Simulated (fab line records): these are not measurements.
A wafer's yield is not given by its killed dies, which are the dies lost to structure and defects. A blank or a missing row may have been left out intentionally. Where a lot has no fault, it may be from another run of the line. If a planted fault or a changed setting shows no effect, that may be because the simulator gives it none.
Code-filled problem report in 8D (eight disciplines) form    flow sky130    the parts of the form that need people (team, actions taken, sign-off) are left out

## 1. WHAT WENT WRONG
Mean SD_P_TW at SKY_SD_P_TW_MEAS_11: 3010 over 6 wafers in 2 lots; fault-free wafers: 2851, standard deviation 13. Measured from the usual mean, that is +12 standard deviations.
The first sign was on wafer L617.1 at day 29 20:53, on film-metro-01. At this step, 33 wafers from 11 lots have a number in the record. Rule for "out", or "out of limits": more than 4 standard deviations from the usual mean. All remaining wafers that have a number are taken as sound.

## 2. WHAT IT IS; WHAT IT IS NOT
question                     is                            is not
which readings at this step  SD_P_TW                       -
which lots                   L617, L618                    L605, L607, L608, L611, L614, L615, L626, L627, L628
which wafers of those lots   all that have a number        -
read on which gauges         film-metro-01, film-metro-02  film-metro-04
when                         from day 29 20:53             up to then (18 sound wafers); but 9 sound wafers of L626, L627, L628 came after

## 3. WHAT RULES OUT EACH SUSPECT
Counting: a tool at a process step up to the reading stays a suspect if it ran every lot that is out and no sound lot after the first of them.
- the gauge at SKY_SD_P_TW_MEAS_11: ruled out. 2 gauges (film-metro-01, film-metro-02) read the wafers that are out.
- rie-diel-03 at SKY_POLY_GATE_ETCH_15 (etches BARC in N2/H2, stops on SiO2, time 118.5 s, target depth 110 nm): ruled out as a lasting fault. The sound lots L626, L627, L628 went through it after L617, its earliest lot that is out (day 21 02:30).
- implanter-02 at SKY_SD_P_IMPLANT_09: ruled out as a lasting fault. The sound lots L627 went through it after L617, its earliest lot that is out (day 29 20:38).
- plasma-asher-01 at SKY_SD_P_STRIP_10 (strips in O2/N2): ruled out as a lasting fault. The sound lots L626 went through it after L617, its earliest lot that is out (day 29 20:47).
Left after counting: nothing in the record.

## 4. THE CAUSE (what the simulator had put in)
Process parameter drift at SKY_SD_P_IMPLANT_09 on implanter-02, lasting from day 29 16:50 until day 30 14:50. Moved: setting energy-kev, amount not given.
The count ruled it out by mistake, since the rule takes a fault to strike every lot its tool runs from the start of the fault on, and this one did not do so.

## 5. THE EFFECT CHAIN, in route order
One row per reading whose mean, taken over the struck wafers that have a number, lies over 3 standard deviations from the usual. Only readings whose record carries a usual standard deviation are examined. hours: median over the lots of the time between each lot's start at the first step of this table that gives one and its start at this step. sigmas: the change, counted in usual standard deviations.
hours  step                 reading                   usual         on struck wafers  change  sigmas
0      SKY_SD_P_IMPLANT_09  beam-energy-keV           19.999        24.594            +4.595  +99 or more
0      SKY_SD_P_STRIP_10    strip-time-to-endpoint-s  17.52 s       18.24             +0.72   +19
0      SKY_SD_P_TW_MEAS_11  SD_P_TW                   2851          3010              +159    +12
56     SKY_SD_N_RS_MEAS_17  SD_P_RS                   147.1 ohm/sq  133.2             -13.9   -39
It contains these process steps:
- SKY_SD_P_IMPLANT_09
- SKY_SD_P_STRIP_10: strips in O2/N2.
Later steps that measure or inspect, where all struck wafers having a row at the step show a number for every such reading and not one has moved that far: SKY_LI_CONTACT_CD_MEAS_12.

## 6. WHAT WOULD HAVE CAUGHT IT SOONER
4 hours passed between the start of the fault at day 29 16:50 and the first reading out of limits at a measuring or inspecting step in this record, taken at day 29 20:53.
Tool's own readings at SKY_SD_P_IMPLANT_09, beam-energy-keV: out on all struck wafers the step has rows for; an alarm limit on them would have tripped on the first.
